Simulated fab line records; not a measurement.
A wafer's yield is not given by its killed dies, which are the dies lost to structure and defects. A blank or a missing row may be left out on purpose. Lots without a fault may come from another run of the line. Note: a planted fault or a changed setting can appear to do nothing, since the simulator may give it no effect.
fab line records | flow sky130
[record] lots = 10 | wafers = 30 | lastDay = 50
route steps=708 shown FIELD_ISO@3 VT_ADJUST_HVTP@96 CAP2M@616 PAD_OPEN@708
lots untouched by any fault: they come from a run of this same line in which no faults occurred
startH: hours from the record's first day to the start of the lot's first wafer shown | waitH: time in hours since the lot's previous step | " same as the row above | L1.1+2: a row that stands for several wafers | - value missing, or start not given | * or withheld: withheld | < > ~ a bound
route shown NAME@n: names a module that has steps shown in the file, with the first one's number in the route | usual: mean/standard deviation of fault-free wafers | same: alike in all rows | chamber/n: place in a boat | sites: each site's reading | _std_site: the standard deviation of these | _edge_site: inner sites' mean taken away from outer sites' mean | radiusMm: how far each site lies from the wafer's centre | mask NAME#n: copy n | behind: tool/chamber where the wafer was last shaped | hold: cause of the lot's hold/its duration in hours/its outcome | device: which transistor (n, p or np) failed to switch | end of line: tests run on the same wafers once the route is complete | for a step that has no rows: nothing shown but its recipe | killed: dies that structure and defects cost at the first sort, which is not the same as the wafer's yield | map: dies across one wafer; x = killed, . = not, _ = none there
set.NAME: the setting the step ran with; set.NAME@STEP: the setting that earlier step ran with | model.NAME: the simulator's own value behind a step, which no gauge read
the route's steps for a sample of lots (tables are steps, rows are wafers)
services: from which hour (startH, from the record's first day; less than 0 if before it) a tool's chamber was out of use, for how many hours, and why
[[steps]]
[step SKY_FIELD_ISO_THK_MEAS_02]
[recipe] reads = SiO2_of_FIELD_ISO_OXIDATION_01
[usual] FIELD_ISO_OXIDATION_00_THK = 11.89/0.23
lot.wafer | tool         | chamber | startH | waitH | FIELD_ISO_OXIDATION_00_THK[nm]
L117.3    | filmMetro-01 | -       | 17.99  | 0.0   | 12.10
L117.5    | "            | -       | "      | "     | 12.08
L117.6    | "            | -       | "      | "     | 12.31
L118.1    | filmMetro-04 | -       | 22.49  | 0.0   | 11.67
L118.2    | "            | -       | "      | "     | 11.86
L118.4    | "            | -       | "      | "     | 11.72
L119.2    | filmMetro-04 | -       | 26.66  | 0.0   | 11.66
L119.5    | "            | -       | "      | "     | 11.77
L119.6    | "            | -       | "      | "     | 11.99
L122.2    | filmMetro-04 | -       | 41.68  | 0.0   | 11.61
L122.5    | "            | -       | "      | "     | 11.52
L122.6    | "            | -       | "      | "     | 11.76
L130.1    | filmMetro-04 | -       | 81.77  | 0.0   | 11.55
L130.3    | "            | -       | "      | "     | 11.35
L130.4    | "            | -       | "      | "     | 11.48
L134.3    | filmMetro-02 | -       | 101.65 | 0.0   | 11.56
L134.5    | "            | -       | "      | "     | 11.66
L134.6    | "            | -       | "      | "     | 11.60
L135.4    | filmMetro-01 | -       | 108.36 | 0.0   | 11.75
L135.5    | "            | -       | "      | "     | 11.45
L135.6    | "            | -       | "      | "     | 11.75
L136.3    | filmMetro-02 | -       | 113.82 | 0.0   | 11.80
L136.4    | "            | -       | "      | "     | 12.17
L136.6    | "            | -       | "      | "     | 11.91
L137.2    | filmMetro-02 | -       | 117.27 | 0.0   | 11.75
L137.4    | "            | -       | "      | "     | 11.63
L137.6    | "            | -       | "      | "     | 11.71
L139.2    | filmMetro-04 | -       | 126.64 | 0.0   | 12.00
L139.3    | "            | -       | "      | "     | 12.02
L139.4    | "            | -       | "      | "     | 11.90
[step SKY_FIELD_ISO_ETCH_17]
[recipe] targetDepthA = 3420 | maskMaterial = Si3N4 | chemistry = HBr/Cl2/O2 | target = Si | taperDeg = 5 | icpW = 600 | biasW = 150 | pressureMtorr = 15 | HBr_flow_sccm = 150 | Cl2_flow_sccm = 40 | O2_flow_sccm = 6 | timeS = 97.7
[usual] drypumpMotorCurrentA = 5.6/0.39 | heBacksideLeakSccm = 2.85/0.23 | oesProductAu = 0.995/0.0092 | throttleValvePct = 25.660/0.009
lot.wafer | tool     | chamber | startH | waitH | drypumpMotorCurrentA | heBacksideLeakSccm | oesProductAu | rfHoursCounterH | throttleValvePct
L117.3    | rieSi-01 | 3       | 36.83  | 0.0   | 5.5                  | 2.95               | 1.002        | 77              | 25.651
L117.5    | "        | 2       | "      | "     | 6.4                  | 3.00               | 0.993        | -               | 25.666
L117.6    | "        | 1       | "      | "     | 5.5                  | 2.47               | 0.984        | -               | 25.673
L118.1    | rieSi-02 | 0       | 39.65  | 0.1   | 5.5                  | 2.72               | 1.002        | 1               | 25.660
L118.2    | "        | 2       | "      | "     | 5.7                  | 3.14               | 1.003        | 89              | 25.648
L118.4    | "        | 1       | "      | "     | 5.7                  | 3.26               | 0.989        | 135             | 25.660
L119.2    | rieSi-02 | 1       | 44.23  | 0.1   | 5.7                  | 3.14               | 0.988        | 135             | 25.656
L119.5    | "        | 3       | "      | "     | 5.7                  | 2.49               | 1.002        | -               | 25.661
L119.6    | "        | 0       | "      | "     | 5.4                  | 2.74               | 0.980        | -               | 25.649
L122.2    | rieSi-01 | 2       | 59.32  | 0.1   | 6.4                  | 3.20               | 0.982        | 142             | 25.663
L122.5    | "        | 2       | "      | "     | 6.4                  | 3.34               | 0.983        | -               | 25.668
L122.6    | "        | 0       | "      | "     | 5.0                  | 3.05               | 1.009        | -               | 25.658
L130.1    | rieSi-02 | 0       | 104.05 | 0.1   | 5.5                  | 2.73               | 0.991        | 1               | 25.657
L130.3    | "        | 2       | "      | "     | 5.7                  | 2.99               | 0.994        | 90              | 25.658
L130.4    | "        | 1       | "      | "     | 5.7                  | 3.02               | 0.994        | 135             | 25.657
L134.3    | rieSi-01 | 1       | 124.02 | 0.0   | 5.4                  | 2.50               | 0.988        | 1               | 25.670
L134.5    | "        | 1       | "      | "     | 5.4                  | 2.45               | 0.985        | -               | 25.677
L134.6    | "        | 0       | "      | "     | 5.0                  | 2.79               | 0.993        | -               | 25.659
L135.4    | rieSi-01 | 3       | 130.98 | 0.0   | 5.5                  | 3.01               | 1.009        | 78              | 25.659
L135.5    | "        | 3       | "      | "     | 5.5                  | 2.81               | 1.004        | -               | 25.673
L135.6    | "        | 2       | "      | "     | 6.4                  | 2.60               | 0.984        | -               | 25.660
L136.3    | rieSi-01 | 0       | 135.20 | 0.0   | 5.0                  | 2.84               | 0.995        | 1               | 25.659
L136.4    | "        | 1       | "      | "     | 5.4                  | 2.66               | 0.985        | 1               | 25.666
L136.6    | "        | 3       | "      | "     | 5.6                  | 2.72               | 0.988        | -               | 25.653
L137.2    | rieSi-02 | 0       | 139.00 | 0.1   | 5.4                  | 2.84               | 0.983        | 1               | 25.675
L137.4    | "        | 1       | "      | "     | 5.7                  | 2.95               | 0.983        | -               | 25.657
L137.6    | "        | 2       | "      | "     | 5.7                  | 3.07               | 0.981        | -               | 25.678
L139.2    | rieSi-01 | 0       | 148.92 | 0.1   | 5.0                  | 3.03               | 0.989        | 1               | 25.670
L139.3    | "        | 1       | "      | "     | 5.4                  | 2.35               | 0.987        | 1               | 25.658
L139.4    | "        | 3       | "      | "     | 5.5                  | 3.09               | 0.999        | 78              | 25.659
[step SKY_VT_ADJUST_HVTP_TW_MEAS_11]
[usual] VT_ADJUST_HVTP_TW = 1351/12
lot.wafer | tool         | chamber | startH | waitH | VT_ADJUST_HVTP_TW
L117.3    | filmMetro-02 | -       | 142.71 | 0.1   | 1350
L117.5    | "            | -       | "      | "     | 1351
L117.6    | "            | -       | "      | "     | 1349
L118.1    | filmMetro-01 | -       | 142.82 | 0.1   | 1372
L118.2    | "            | -       | "      | "     | 1370
L118.4    | "            | -       | "      | "     | 1377
L119.2    | filmMetro-03 | -       | 142.91 | 0.1   | 1336
L119.5    | "            | -       | "      | "     | 1337
L119.6    | "            | -       | "      | "     | 1332
L122.2    | filmMetro-01 | -       | 167.33 | 0.1   | 1369
L122.5    | "            | -       | "      | "     | 1353
L122.6    | "            | -       | "      | "     | 1356
L130.1    | filmMetro-02 | -       | 214.10 | 0.1   | 1350
L130.3    | "            | -       | "      | "     | 1343
L130.4    | "            | -       | "      | "     | 1345
L134.3    | filmMetro-02 | -       | 233.42 | 0.1   | 1344
L134.5    | "            | -       | "      | "     | 1346
L134.6    | "            | -       | "      | "     | 1341
L135.4    | filmMetro-01 | -       | 243.95 | 0.1   | 1359
L135.5    | "            | -       | "      | "     | 1359
L135.6    | "            | -       | "      | "     | 1359
L136.3    | filmMetro-01 | -       | 249.46 | 0.1   | 1358
L136.4    | "            | -       | "      | "     | 1358
L136.6    | "            | -       | "      | "     | 1361
L137.2    | filmMetro-01 | -       | 254.75 | 0.1   | 1358
L137.4    | "            | -       | "      | "     | 1352
L137.6    | "            | -       | "      | "     | 1359
L139.2    | filmMetro-01 | -       | 265.43 | 0.1   | 1366
L139.3    | "            | -       | "      | "     | 1363
L139.4    | "            | -       | "      | "     | 1360
[step SKY_CAP2M_METAL_ETCH_13]
[recipe] targetDepthNm = 220 | stopOn = SiO2 | chemistry = Cl2/BCl3 | target = TiN | pressureMtorr = 10 | icpW = 900 | biasW = 48.5 | Cl2_flow_sccm = 60 | bcl3FlowSccm = 30 | timeS = 62.9
[usual] drypumpMotorCurrentA = 5.8/0.48 | heBacksideLeakSccm = 3.27/0.21 | oesProductAu = 0.943/0.0087 | throttleValvePct = 21.901/0.011
lot.wafer | tool        | chamber | startH  | waitH | drypumpMotorCurrentA | heBacksideLeakSccm | oesProductAu | rfHoursCounterH | throttleValvePct
L117.3    | rieMetal-01 | 0       | 979.82  | 0.0   | 5.4                  | 3.21               | 0.950        | -               | 21.883
L117.5    | "           | 1       | "       | "     | 6.6                  | 3.03               | 0.942        | -               | 21.891
L117.6    | "           | 0       | "       | "     | 5.5                  | 3.15               | 0.945        | -               | 21.909
L118.1    | rieMetal-03 | 0       | 981.27  | 0.0   | 5.5                  | 3.62               | 0.951        | 8               | 21.894
L118.2    | "           | 1       | "       | "     | 5.1                  | 3.05               | 0.952        | 13              | 21.878
L118.4    | "           | 0       | "       | "     | 5.5                  | 3.43               | 0.956        | -               | 21.900
L119.2    | rieMetal-04 | 0       | 984.20  | 0.0   | 5.7                  | 3.41               | 0.940        | 4               | 21.908
L119.5    | "           | 1       | "       | "     | 5.8                  | 3.46               | 0.939        | -               | 21.900
L119.6    | "           | 0       | "       | "     | 5.7                  | 3.22               | 0.947        | -               | 21.901
L122.2    | rieMetal-01 | 0       | 1007.00 | 0.0   | 5.5                  | 3.19               | 0.953        | 10              | 21.898
L122.5    | "           | 1       | "       | "     | 6.6                  | 3.00               | 0.954        | -               | 21.912
L122.6    | "           | 0       | "       | "     | 5.4                  | 3.18               | 0.944        | -               | 21.897
L130.1    | rieMetal-04 | 1       | 1051.68 | 0.0   | 5.8                  | 3.50               | 0.938        | 24              | 21.905
L130.3    | "           | 0       | "       | "     | 5.7                  | 3.62               | 0.940        | -               | 21.897
L130.4    | "           | 1       | "       | "     | 5.8                  | 3.42               | 0.856        | -               | 21.985
L134.3    | rieMetal-01 | 1       | 1072.02 | 0.0   | 6.6                  | 3.03               | 0.949        | -               | 21.895
L134.5    | "           | 1       | "       | "     | 6.6                  | 3.08               | 0.951        | -               | 21.904
L134.6    | "           | 0       | "       | "     | 5.5                  | 3.13               | 0.945        | -               | 21.891
L135.4    | rieMetal-01 | 0       | 1084.87 | 0.0   | 5.5                  | 3.07               | 0.945        | -               | 21.891
L135.5    | "           | 1       | "       | "     | 6.6                  | 3.03               | 0.944        | -               | 21.901
L135.6    | "           | 0       | "       | "     | 5.5                  | 3.16               | 0.948        | -               | 21.897
L136.3    | rieMetal-01 | 1       | 1087.61 | 0.1   | 6.6                  | 3.01               | 0.932        | -               | 21.910
L136.4    | "           | 0       | "       | "     | 5.5                  | 3.16               | 0.941        | -               | 21.897
L136.6    | "           | 1       | "       | "     | 6.6                  | 3.00               | 0.932        | -               | 21.888
L137.2    | rieMetal-01 | 0       | 1090.44 | 0.0   | 5.4                  | 3.13               | 0.937        | 16              | 21.889
L137.4    | "           | 0       | "       | "     | 5.4                  | 3.16               | 0.950        | -               | 21.900
L137.6    | "           | 0       | "       | "     | 5.5                  | 3.06               | 0.937        | -               | 21.898
L139.2    | rieMetal-01 | 1       | 1103.30 | 0.0   | 6.6                  | 3.16               | 0.942        | 12              | 21.898
L139.3    | "           | 0       | "       | "     | 5.5                  | 3.17               | 0.939        | -               | 21.909
L139.4    | "           | 1       | "       | "     | 6.6                  | 3.08               | 0.940        | -               | 21.896
[step SKY_CAP2M_STRIP_14]
[recipe] chemistry = O2/N2 | powerW = 1400 | pressureMtorr = 1500 | platenTempC = withheld | o2FlowSccm = 3000 | n2FlowSccm = 300 | overashFraction = 0.5
[usual] drypumpMotorCurrentA = 5.72/0.3 | oesProductAu = 0.711/0.0047 | stripTimeToEndpointS = 12.62/0.049
lot.wafer | tool           | chamber | startH  | waitH | drypumpMotorCurrentA | oesProductAu | rfHoursCounterH | stripTimeToEndpointS
L117.3    | plasmaAsher-04 | 1       | 979.91  | 0.1   | 6.32                 | 0.709        | -               | 12.55
L117.5    | "              | 1       | "       | "     | 6.34                 | 0.718        | -               | 12.62
L117.6    | "              | 0       | "       | "     | 5.77                 | 0.710        | -               | 12.51
L118.1    | plasmaAsher-03 | 0       | 981.34  | 0.1   | 5.78                 | 0.706        | 79              | 12.67
L118.2    | "              | 1       | "       | "     | 5.85                 | 0.713        | 79              | 12.60
L118.4    | "              | 0       | "       | "     | 5.73                 | 0.710        | -               | 12.64
L119.2    | plasmaAsher-03 | 1       | 984.27  | 0.1   | 5.85                 | 0.713        | 79              | 12.65
L119.5    | "              | 1       | "       | "     | 5.80                 | 0.706        | -               | 12.60
L119.6    | "              | 0       | "       | "     | 5.73                 | 0.709        | -               | 12.63
L122.2    | plasmaAsher-01 | 0       | 1007.07 | 0.1   | 5.48                 | 0.707        | 59              | 12.56
L122.5    | "              | 1       | "       | "     | 5.43                 | 0.712        | -               | 12.66
L122.6    | "              | 0       | "       | "     | 5.47                 | 0.715        | -               | 12.59
L130.1    | plasmaAsher-04 | 1       | 1051.76 | 0.1   | 6.35                 | 0.707        | 124             | 12.58
L130.3    | "              | 1       | "       | "     | 6.32                 | 0.708        | -               | 12.63
L130.4    | "              | 0       | "       | "     | 5.79                 | 0.713        | -               | 12.99
L134.3    | plasmaAsher-04 | 1       | 1072.11 | 0.1   | 6.34                 | 0.711        | -               | 12.67
L134.5    | "              | 1       | "       | "     | 6.32                 | 0.709        | -               | 12.62
L134.6    | "              | 0       | "       | "     | 5.76                 | 0.714        | -               | 12.54
L135.4    | plasmaAsher-03 | 1       | 1084.96 | 0.1   | 5.79                 | 0.707        | -               | 12.57
L135.5    | "              | 0       | "       | "     | 5.72                 | 0.717        | -               | 12.61
L135.6    | "              | 1       | "       | "     | 5.82                 | 0.709        | -               | 12.51
L136.3    | plasmaAsher-01 | 0       | 1087.71 | 0.1   | 5.46                 | 0.713        | -               | 12.73
L136.4    | "              | 1       | "       | "     | 5.41                 | 0.716        | -               | 12.63
L136.6    | "              | 1       | "       | "     | 5.42                 | 0.702        | -               | 12.69
L137.2    | plasmaAsher-03 | 1       | 1090.51 | 0.1   | 5.80                 | 0.707        | 90              | 12.64
L137.4    | "              | 0       | "       | "     | 5.72                 | 0.718        | -               | 12.64
L137.6    | "              | 1       | "       | "     | 5.82                 | 0.717        | -               | 12.62
L139.2    | plasmaAsher-03 | 0       | 1103.37 | 0.1   | 5.71                 | 0.706        | 91              | 12.66
L139.3    | "              | 1       | "       | "     | 5.86                 | 0.716        | -               | 12.56
L139.4    | "              | 0       | "       | "     | 5.73                 | 0.701        | -               | 12.65
[step SKY_PAD_OPEN_PROBE_99]
[usual] defectLimitedYield = 82.5/1.9 | killed_at_M0_to_M3 = 43/6.8 | killed_at_M4_up = 3.0/1.6 | killedAtContacts = 25/6 | killedAtFrontEnd = 15/4.4 | killedAtOther = 0.3/0.52 | killedDies = 86/9.6 | killedOnRim = 17/3.5 | killedOpen = 47/6.7 | killedShort = 39/6.8 | sort_bin_3_pad_short = 0.9/0.43 | sort_bin_5_function = 10.3/1.5 | sort_bin_6_memory = 6.3/1.1 | sortNPass = 406/9.6 | sortYieldPct = 82.5/1.9
[same] grossDies = 492 | killedAtBackSide = 0 | sort_bin_4_leakage[%] = 0 | sort_bin_8_speed[%] = 0
lot.wafer | tool      | chamber | startH  | waitH | defectLimitedYield[%] | killed_at_M0_to_M3 | killed_at_M4_up | killedAtContacts | killedAtFrontEnd | killedAtOther | killedDies | killedOnRim | killedOpen | killedShort | sort_bin_3_pad_short[%] | sort_bin_5_function[%] | sort_bin_6_memory[%] | sortNPass | sortYieldPct[%]
L130.1    | prober-02 | -       | 1159.98 | 0.1   | 81.9                  | 53                 | 4               | 14               | 18               | 0             | 89         | 19          | 46         | 43          | 1.0                     | 9.6                    | 7.5                  | 403       | 81.9
L130.3    | prober-02 | -       | 1160.08 | 0.2   | 80.5                  | 50                 | 3               | 26               | 17               | 0             | 96         | 11          | 52         | 44          | 1.8                     | 10.2                   | 7.5                  | 396       | 80.5
L130.4    | prober-02 | -       | 1160.13 | 0.2   | 0                     | 33                 | 4               | 21               | 16               | 418           | 492        | 96          | 35         | 39          | 87.0                    | 8.5                    | 4.5                  | 0         | 0
L134.5    | prober-02 | -       | 1177.02 | 0.2   | 81.5                  | 45                 | 1               | 24               | 19               | 2             | 91         | 19          | 41         | 50          | 1.0                     | 12.2                   | 5.3                  | 401       | 81.5
L135.4    | prober-01 | -       | 1185.28 | 0.2   | 82.7                  | 45                 | 3               | 18               | 18               | 1             | 85         | 17          | 42         | 43          | 1.2                     | 10.2                   | 5.9                  | 407       | 82.7
L136.3    | prober-02 | -       | 1186.48 | 0.2   | 86.0                  | 43                 | 4               | 14               | 8                | 0             | 69         | 14          | 45         | 24          | 0.8                     | 8.3                    | 4.9                  | 423       | 86.0
L136.4    | prober-02 | -       | 1186.53 | 0.2   | 83.7                  | 32                 | 5               | 22               | 20               | 1             | 80         | 16          | 43         | 37          | 1.4                     | 10.6                   | 4.3                  | 412       | 83.7
L136.6    | prober-02 | -       | 1186.63 | 0.2   | 84.6                  | 31                 | 4               | 16               | 25               | 0             | 76         | 13          | 41         | 35          | 0.8                     | 8.7                    | 5.9                  | 416       | 84.6
L137.2    | prober-01 | -       | 1190.43 | 0.1   | 79.5                  | 43                 | 2               | 31               | 25               | 0             | 101        | 21          | 56         | 44          | 0.4                     | 12.4                   | 7.7                  | 391       | 79.5
L137.4    | prober-01 | -       | 1190.53 | 0.2   | 83.3                  | 42                 | 6               | 21               | 12               | 1             | 82         | 24          | 40         | 40          | 1.0                     | 8.5                    | 7.1                  | 410       | 83.3
L137.6    | prober-01 | -       | 1190.63 | 0.2   | 83.5                  | 39                 | 4               | 24               | 14               | 0             | 81         | 14          | 50         | 30          | 0.2                     | 8.9                    | 7.3                  | 411       | 83.5
// killed by level:class
L130.1 VIA1:geometricParticle:open=16 METAL2:geometricParticle:short=8 FIELD_ISO:geometricParticle:open=6 METAL1:geometricParticle:short=6 VIA1:geometricParticle:short=6 VIA3:geometricParticle:open=5 POLY_GATE:geometricParticle:short=4 VIA3:geometricParticle:short=4
L130.3 VIA1:geometricParticle:open=11 CONTACT:geometricParticle:open=9 LOCAL_INTERCONNECT:geometricParticle:short=8 POLY_GATE:geometricParticle:open=7 VIA3:geometricParticle:open=7 VIA1:geometricParticle:short=6 VIA2:geometricParticle:open=6 LI_CONTACT:geometricParticle:open=5
L130.4 CAP2M:areaEtch=418 VIA1:geometricParticle:open=7 LI_CONTACT:geometricParticle:open=6 CONTACT:geometricParticle:open=6 FIELD_ISO:geometricParticle:short=5 POLY_GATE:geometricParticle:short=5 VIA2:geometricParticle:short=5 VIA3:geometricParticle:open=5
L134.5 VIA2:geometricParticle:open=8 METAL2:geometricParticle:short=7 FIELD_ISO:geometricParticle:open=6 LOCAL_INTERCONNECT:geometricParticle:short=6 CONTACT:geometricParticle:open=6 LI_CONTACT:geometricParticle:open=5 VIA1:geometricParticle:open=5 VIA3:geometricParticle:open=5
L135.4 VIA1:geometricParticle:open=9 CONTACT:geometricParticle:open=7 METAL2:geometricParticle:short=7 POLY_GATE:geometricParticle:open=5 METAL1:geometricParticle:short=5 VIA2:geometricParticle:open=5 VIA3:geometricParticle:open=4 FIELD_ISO:geometricParticle:short=3
L136.3 VIA1:geometricParticle:open=12 VIA2:geometricParticle:open=10 CONTACT:geometricParticle:open=5 VIA3:geometricParticle:open=5 FIELD_ISO:geometricParticle:open=4 VIA1:geometricParticle:short=4 CONTACT:geometricParticle:short=4 METAL1:geometricParticle:short=4
L136.4 CONTACT:geometricParticle:open=10 VIA1:geometricParticle:short=8 VIA2:geometricParticle:open=7 FIELD_ISO:geometricParticle:short=6 FIELD_ISO:geometricParticle:open=6 VIA1:geometricParticle:open=6 LI_CONTACT:geometricParticle:open=5 POLY_GATE:geometricParticle:short=4
L136.6 FIELD_ISO:geometricParticle:open=8 METAL2:geometricParticle:short=7 CONTACT:geometricParticle:open=6 VIA1:geometricParticle:open=6 FIELD_ISO:geometricParticle:short=5 POLY_GATE:geometricParticle:open=4 POLY_GATE:geometricParticle:short=4 VIA2:geometricParticle:open=4
L137.2 METAL1:geometricParticle:short=9 LI_CONTACT:geometricParticle:open=8 CONTACT:geometricParticle:open=8 VIA3:geometricParticle:open=8 FIELD_ISO:geometricParticle:open=7 VIA1:geometricParticle:open=7 VIA2:geometricParticle:open=7 LI_CONTACT:geometricParticle:short=6
L137.4 CONTACT:geometricParticle:open=9 VIA1:geometricParticle:open=8 CONTACT:geometricParticle:short=6 VIA1:geometricParticle:short=6 VIA3:geometricParticle:open=6 VIA3:geometricParticle:short=6 METAL4:geometricParticle:short=5 METAL1:geometricParticle:short=5
L137.6 VIA1:geometricParticle:open=11 VIA2:geometricParticle:open=9 CONTACT:geometricParticle:open=8 LI_CONTACT:geometricParticle:open=7 FIELD_ISO:geometricParticle:open=4 METAL2:geometricParticle:short=4 FIELD_ISO:geometricParticle:short=3 POLY_GATE:geometricParticle:open=3
[[services]]
tool           | chamber | startH  | hours | kind
plasmaAsher-03 | -       | 92.42   | 1.5   | repair
rieMetal-01    | 1       | 98.81   | 20.8  | repair
rieSi-01       | 2       | 106.81  | 1.4   | repair
plasmaAsher-03 | -       | 108.75  | 9.0   | pm
rieSi-01       | 2       | 175.91  | 3.6   | repair
rieSi-01       | 0       | 178.40  | 8.1   | repair
rieSi-01       | 1       | 186.88  | 4.3   | repair
rieSi-01       | 3       | 234.78  | 6.1   | repair
rieMetal-01    | -       | 272.32  | 2.8   | pm
plasmaAsher-03 | -       | 274.08  | 5.1   | repair
plasmaAsher-03 | -       | 276.39  | 3.1   | repair
rieSi-01       | 3       | 350.11  | 7.7   | repair
rieSi-01       | 0       | 419.98  | 3.5   | repair
rieSi-01       | 3       | 481.53  | 8.2   | repair
rieMetal-01    | 1       | 539.54  | 5.9   | repair
rieMetal-01    | 0       | 556.27  | 4.9   | repair
rieMetal-01    | 1       | 601.93  | 182.6 | repair
rieSi-01       | -       | 604.51  | 2.8   | pm
rieMetal-01    | -       | 626.98  | 0.1   | repair
rieMetal-01    | 0       | 680.16  | 1.3   | repair
rieSi-01       | 0       | 858.62  | 5.4   | repair
rieSi-01       | 3       | 869.65  | 6.7   | repair
rieMetal-01    | -       | 948.34  | 1.4   | pm
rieSi-01       | -       | 1003.90 | 1.9   | repair
[[key]]
[firstSign] step = SKY_CAP2M_METAL_ETCH_13 | reading = oesProductAu | direction = down | sigmas = 9.9 | usual = 0.943 | struck = 0.856
[effect] step = SKY_CAP2M_METAL_ETCH_13 | reading = throttleValvePct | direction = up | sigmas = 7.4 | usual = 21.901 | struck = 21.985
[effect] step = SKY_CAP2M_STRIP_14 | reading = stripTimeToEndpointS | direction = up | sigmas = 7.6 | usual = * | struck = *
[effect] step = SKY_PAD_OPEN_PROBE_99 | reading = killedAtOther | direction = up | sigmas = 99+ | usual = 0.3 | struck = 418
[moreKillsBornAt] SKY_CAP2M_METAL_ETCH_13@rieMetal-04 = 418
metAt SKY_CAP2M_METAL_ETCH_13
struckLots L130
struckWafers L130.4
laterRowsLeftOut L130.4
notActingAt SKY_FIELD_ISO_THK_MEAS_02,SKY_FIELD_ISO_ETCH_17,SKY_VT_ADJUST_HVTP_TW_MEAS_11
onsetBetween 984.20 1051.68
[fault] kind = processParameterDrift | tool = rieMetal-04 | chamber = - | onsetH = 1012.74 | steps = SKY_CAP2M_METAL_ETCH_13 | channel = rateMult | offset = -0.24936 | shape = step | endH = 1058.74 | scope = struckWafersOnly
// laterRowsLeftOut: the simulator's readings of these wafers behind a module that went badly wrong aren't trusted and aren't shown, but for the sort
